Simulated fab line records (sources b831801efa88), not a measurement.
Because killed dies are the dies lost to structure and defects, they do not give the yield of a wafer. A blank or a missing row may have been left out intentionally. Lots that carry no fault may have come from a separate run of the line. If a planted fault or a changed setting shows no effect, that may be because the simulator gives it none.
What tool caused it? | flow sfq line | 14 lots with 41 wafers sampled at 3 steps, on a route of 325 steps

== WHAT THE GAUGES SHOWED, per wafer ==
No reading from a measuring or inspecting step in the record can be judged against a usual standard deviation.

== TOOL THAT RAN EACH LOT (tool first, then ch and the chambers of the sampled wafers, then the start) ==
lot  | SFQ_TRILAYER_I3_CMP_CMP_082   | SFQ_TRILAYER_I3_METRO_MEASURE_083 | SFQ_TRILAYER_I3_VIA_ETCH_VIA_ETCH_088
L628 | cmp-02 ch 1,2,3, day 40 13:58 | film metro-03, day 40 17:05       | rie diel-01 ch 1,2,3, day 40 21:49
L629 | cmp-01 ch 0,1,3, day 40 19:23 | film metro-01, day 40 22:42       | rie diel-01 ch 0,1,2, day 41 02:32
L630 | cmp-01 ch 1,2,3, day 40 22:23 | film metro-04, day 41 01:30       | rie diel-04 ch 2,3, day 41 05:01
L632 | cmp-02 ch 1,2, day 41 04:58   | film metro-01, day 41 08:05       | rie diel-03 ch 0,1,2, day 41 11:37
L633 | cmp-02 ch 2,3, day 41 07:58   | film metro-03, day 41 11:05       | rie diel-01 ch 0,2, day 41 15:08
L638 | cmp-01 ch 0,2, day 43 11:26   | film metro-01, day 43 14:46       | rie diel-01 ch 2,3, day 44 16:08
L640 | cmp-01 ch 0,2,3, day 43 17:26 | film metro-04, day 43 20:46       | rie diel-04 ch 0,2,3, day 44 18:32
L643 | cmp-01 ch 0,2, day 43 23:26   | film metro-03, day 44 02:46       | rie diel-03 ch 1,3, day 44 23:20
L646 | cmp-01 ch 1,2,3, day 44 05:26 | film metro-04, day 44 08:34       | rie diel-01 ch 0,1,2, day 45 04:14
L647 | cmp-02 ch 1,2, day 49 21:25   | film metro-01, day 50 00:56       | rie diel-04 ch 1,3, day 50 04:11
L648 | cmp-02 ch 1,2,3, day 50 18:55 | film metro-01, day 50 21:32       | rie diel-04 ch 0,1,3, day 51 04:32
L649 | cmp-02 ch 0,1,3, day 50 21:55 | film metro-01, day 51 00:32       | rie diel-01 ch 0,1,2, day 51 05:44
L650 | cmp-01 ch 0,1, day 51 06:02   | film metro-03, day 51 09:21       | rie diel-01 ch 1,3, day 51 12:41
L651 | cmp-01 ch 0,3, day 52 06:04   | film metro-03, day 52 09:23       | rie diel-01 ch 0,2, day 53 00:33
- SFQ_TRILAYER_I3_CMP_CMP_082: polishes SiO2.
- SFQ_TRILAYER_I3_METRO_MEASURE_083
- SFQ_TRILAYER_I3_VIA_ETCH_VIA_ETCH_088: etches SiO2 in CHF3, stops on Nb, target depth 260 nm.

== WHAT THE TOOLS THEMSELVES READ (means of the sampled wafers that have a number; where no wafer has one, the mark that the record gives instead) ==
SFQ_TRILAYER_I3_CMP_CMP_082. Usual: motor current A 10.0 A, standard deviation 0.58; time to endpoint s 216 s, standard deviation 11.
lot  | tool   | motor current A (A) | time to endpoint s (s) | flag
L628 | cmp-02 | 10.2                | 205                    |
L629 | cmp-01 | 10.0                | 229                    |
L630 | cmp-01 | 10.0                | 215                    |
L632 | cmp-02 | 10.0                | 200                    |
L633 | cmp-02 | 10.4                | 190                    |
L638 | cmp-01 | 10.7                | 221                    |
L640 | cmp-01 | 10.2                | 217                    |
L643 | cmp-01 | 10.1                | 227                    |
L646 | cmp-01 | 9.9                 | 215                    |
L647 | cmp-02 | 10.5                | 208                    |
L648 | cmp-02 | 10.0                | 211                    |
L649 | cmp-02 | 9.8                 | 200                    |
L650 | cmp-01 | 10.3                | 213                    |
L651 | cmp-01 | 9.9                 | 209                    |

SFQ_TRILAYER_I3_METRO_MEASURE_083. Usual: thk nm reads 200.2 nm (standard deviation 1.3).
lot  | tool          | thk nm (nm) | flag
L628 | film metro-03 | 200.6       |
L629 | film metro-01 | 200.2       |
L630 | film metro-04 | 200.2       |
L632 | film metro-01 | 205.9       | OFF
L633 | film metro-03 | 220.8       | OFF
L638 | film metro-01 | 200.0       |
L640 | film metro-04 | 199.9       |
L643 | film metro-03 | 199.9       |
L646 | film metro-04 | 201.2       |
L647 | film metro-01 | 199.0       |
L648 | film metro-01 | 198.5       |
L649 | film metro-01 | 200.2       |
L650 | film metro-03 | 201.4       |
L651 | film metro-03 | 198.9       |

SFQ_TRILAYER_I3_VIA_ETCH_VIA_ETCH_088. Usual: drypump motor current A 5.5 A, standard deviation 0.35; oes product au 0.856 a.u., standard deviation 0.005.
lot  | tool        | drypump motor current A (A) | oes product au (a.u.) | flag
L628 | rie diel-01 | 5.5                         | 0.862                 |
L629 | rie diel-01 | 5.4                         | 0.858                 |
L630 | rie diel-04 | 5.3                         | 0.857                 |
L632 | rie diel-03 | 5.6                         | 0.868                 |
L633 | rie diel-01 | 5.2                         | 0.902                 | OFF
L638 | rie diel-01 | 5.5                         | 0.854                 |
L640 | rie diel-04 | 5.5                         | 0.856                 |
L643 | rie diel-03 | 4.9                         | 0.855                 |
L646 | rie diel-01 | 5.4                         | 0.860                 |
L647 | rie diel-04 | 5.6                         | 0.856                 |
L648 | rie diel-04 | 5.7                         | 0.851                 |
L649 | rie diel-01 | 5.4                         | 0.859                 |
L650 | rie diel-01 | 5.6                         | 0.853                 |
L651 | rie diel-01 | 5.2                         | 0.853                 |

== THE ANSWER, worked out from the rows above alone ==
Rule: take the mean of a lot's wafers that have a number; if it is more than 3 standard deviations from the usual mean, the lot is off. Also off: a lot with no number at a reading for which 4 or more lots have one. The other lots that the step has rows for count as sound. First the gauges in route order, then the tools' own readings, where a lot's mean is used as printed above. At the first step where some lot is off, the reading lying furthest off is the one used; lots without a number count as furthest.
Off: L632, L633 (SFQ_TRILAYER_I3_METRO_MEASURE_083, thk nm).
If a tool, at that step or one of the process steps before it, ran each lot that is off and ran no sound lot following the first of them, it fits. Of those tried, none fits.

== WHAT HAD BEEN PUT IN BY THE SIMULATOR ==
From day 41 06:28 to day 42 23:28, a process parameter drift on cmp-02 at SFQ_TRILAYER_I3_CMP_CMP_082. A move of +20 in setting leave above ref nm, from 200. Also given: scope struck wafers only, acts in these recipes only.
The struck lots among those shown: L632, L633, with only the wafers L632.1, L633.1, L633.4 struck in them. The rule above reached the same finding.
